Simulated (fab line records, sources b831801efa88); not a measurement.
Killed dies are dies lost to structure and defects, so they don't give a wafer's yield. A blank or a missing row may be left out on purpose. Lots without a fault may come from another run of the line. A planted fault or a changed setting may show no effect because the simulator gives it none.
Which tool did it? | flow sky130 | 12 lots, 36 wafers sampled, at 3 steps of a route of 708

WHAT THE GAUGES READ, wafer by wafer
SKY_VIA1_CD_MEAS_12: target cd 150 nm. Usual: cd_nm 149.8 nm, standard deviation 1.8.
lot  | measured     | on        | cd_nm (nm)        | flag
L240 | day 33 22:17 | cd_sem-01 | 149.8 150.4 150.5 |
L241 | day 34 02:21 | cd_sem-02 | 148.5 147.9 148.6 |
L242 | day 34 12:34 | cd_sem-02 | 150.3 148.8 150.4 |
L243 | day 35 05:26 | cd_sem-02 | 149.7 150.3 151.1 |
L245 | day 35 18:29 | cd_sem-01 | 146.8 148.3 147.9 |
L247 | day 36 10:32 | cd_sem-01 | 151.5 151.5 152.2 |
L250 | day 37 07:11 | cd_sem-02 | 152.5 152.5 151.1 |
L252 | day 37 20:02 | cd_sem-02 | 145.2 146.3 145.3 |
L255 | day 38 16:11 | cd_sem-01 | 151.7 151.9 149.5 |
L259 | day 39 22:47 | cd_sem-01 | 148.8 148.1 149.4 |
L261 | day 40 08:31 | cd_sem-02 | 150.5 151.6 149.7 |
L262 | day 40 16:06 | cd_sem-01 | 147.9 149.5 147.0 |

WHICH TOOL RAN EACH LOT (tool, then ch and the chambers of the sampled wafers, then the start)
lot  | SKY_LI_CONTACT_ETCH_14             | SKY_LI_CONTACT_STRIP_16
L240 | rie_diel-01 ch 0,2, day 29 01:44   | plasma_asher-03 ch 0,1, day 29 01:52
L241 | rie_diel-01 ch 0,2,3, day 29 07:32 | plasma_asher-02 ch 0,1, day 29 07:40
L242 | rie_diel-02 ch 1,2, day 29 19:08   | plasma_asher-02 ch 0,1, day 29 19:17
L243 | rie_diel-02 ch 0,1,2, day 30 11:47 | plasma_asher-01 ch 0,1, day 30 11:55
L245 | rie_diel-02 ch 0,3, day 31 01:05   | plasma_asher-02 ch 0,1, day 31 01:12
L247 | rie_diel-03 ch 0,2,3, day 31 18:05 | plasma_asher-02 ch 0,1, day 31 18:13
L250 | rie_diel-02 ch 0,1,2, day 32 17:05 | plasma_asher-02 ch 0,1, day 32 17:13
L252 | rie_diel-02 ch 0,1,2, day 33 04:11 | plasma_asher-02 ch 0,1, day 33 04:19
L255 | rie_diel-01 ch 0,1,3, day 34 03:47 | plasma_asher-03 ch 0,1, day 34 03:55
L259 | rie_diel-02 ch 0,1,2, day 35 10:29 | plasma_asher-03 ch 0,1, day 35 10:37
L261 | rie_diel-02 ch 1,3, day 35 22:56   | plasma_asher-01 ch 0,1, day 35 23:05
L262 | rie_diel-01 ch 0,1, day 36 06:38   | plasma_asher-01 ch 0,1, day 36 06:46
- SKY_LI_CONTACT_ETCH_14: etches BARC in N2/H2, stops on SiO2, time 45.9 s, target depth 60 nm.
- SKY_LI_CONTACT_STRIP_16: strips in O2/N2.

WHAT THE TOOLS THEMSELVES READ (means of the sampled wafers that have a number; where no wafer has one, the mark that the record gives instead)
SKY_LI_CONTACT_ETCH_14. Usual: drypump_motor_current_A 5.4 A, standard deviation 0.42; oes_product_au 0.855 a.u., standard deviation 0.0047; run_length_s 74.3 s, standard deviation 0.48; throttle_valve_pct 13.225 %, standard deviation 0.0094.
lot  | tool        | drypump_motor_current_A (A) | oes_product_au (a.u.) | run_length_s (s) | throttle_valve_pct (%) | flag
L240 | rie_diel-01 | 5.7                         | 0.858                 | 74.3             | 13.226                 |
L241 | rie_diel-01 | 5.6                         | 0.852                 | 73.9             | 13.228                 |
L242 | rie_diel-02 | 5.3                         | 0.858                 | 74.1             | 13.230                 |
L243 | rie_diel-02 | 5.3                         | 0.858                 | 74.2             | 13.223                 |
L245 | rie_diel-02 | 5.1                         | 0.856                 | 74.8             | 13.230                 |
L247 | rie_diel-03 | 5.4                         | 0.854                 | 74.1             | 13.234                 |
L250 | rie_diel-02 | 5.3                         | 0.898                 | 63.3             | 13.235                 | OFF
L252 | rie_diel-02 | 5.3                         | 0.897                 | 63.3             | 13.227                 | OFF
L255 | rie_diel-01 | 5.7                         | 0.857                 | 74.0             | 13.232                 |
L259 | rie_diel-02 | 5.3                         | 0.857                 | 74.4             | 13.228                 |
L261 | rie_diel-02 | 5.1                         | 0.861                 | 74.1             | 13.220                 |
L262 | rie_diel-01 | 5.7                         | 0.854                 | 74.0             | 13.228                 |

SKY_LI_CONTACT_STRIP_16. Usual: drypump_motor_current_A 5.8 A, standard deviation 0.47; o2_flow_sccm 2999 sccm, standard deviation 8.8; oes_product_au 0.376 a.u., standard deviation 0.0049; strip_time_to_endpoint_s 3.49 s, standard deviation 0.034.
lot  | tool            | drypump_motor_current_A (A) | o2_flow_sccm (sccm) | oes_product_au (a.u.) | strip_time_to_endpoint_s (s) | flag
L240 | plasma_asher-03 | 6.0                         | 2997                | 0.373                 | 3.50                         |
L241 | plasma_asher-02 | 6.2                         | 2996                | 0.374                 | 3.48                         |
L242 | plasma_asher-02 | 6.2                         | 3001                | 0.377                 | 3.50                         |
L243 | plasma_asher-01 | 5.4                         | 2989                | 0.373                 | 3.51                         |
L245 | plasma_asher-02 | 6.0                         | 3000                | 0.376                 | 3.50                         |
L247 | plasma_asher-02 | 6.0                         | 3005                | 0.374                 | 3.51                         |
L250 | plasma_asher-02 | 6.0                         | 2999                | 0.378                 | 3.59                         |
L252 | plasma_asher-02 | 6.0                         | 3004                | 0.382                 | 3.60                         | OFF
L255 | plasma_asher-03 | 6.0                         | 3010                | 0.376                 | 3.46                         |
L259 | plasma_asher-03 | 6.0                         | 2998                | 0.378                 | 3.51                         |
L261 | plasma_asher-01 | 5.4                         | 3000                | 0.372                 | 3.48                         |
L262 | plasma_asher-01 | 5.4                         | 2994                | 0.373                 | 3.47                         |

THE ANSWER, worked out from the rows above alone
Rule: a lot is off if the mean of its wafers that have a number lies more than 3 standard deviations from the usual mean. A lot without any number at a reading at which 4 lots or more have one is off too. The other lots that the step has rows for count as sound. The gauges are gone through in route order, then the tools' own readings, and for those a lot's mean is taken as printed above. The first step at which some lot is off is used, and at that step the reading that is off furthest; a lot without a number counts as furthest.
Off: L250, L252, at SKY_LI_CONTACT_ETCH_14 (run_length_s).
A tool fits if, at that step or a process step before it, it ran every lot that is off, and no sound lot after the first of them. None of those tried fits.

WHAT THE SIMULATOR HAD PUT IN
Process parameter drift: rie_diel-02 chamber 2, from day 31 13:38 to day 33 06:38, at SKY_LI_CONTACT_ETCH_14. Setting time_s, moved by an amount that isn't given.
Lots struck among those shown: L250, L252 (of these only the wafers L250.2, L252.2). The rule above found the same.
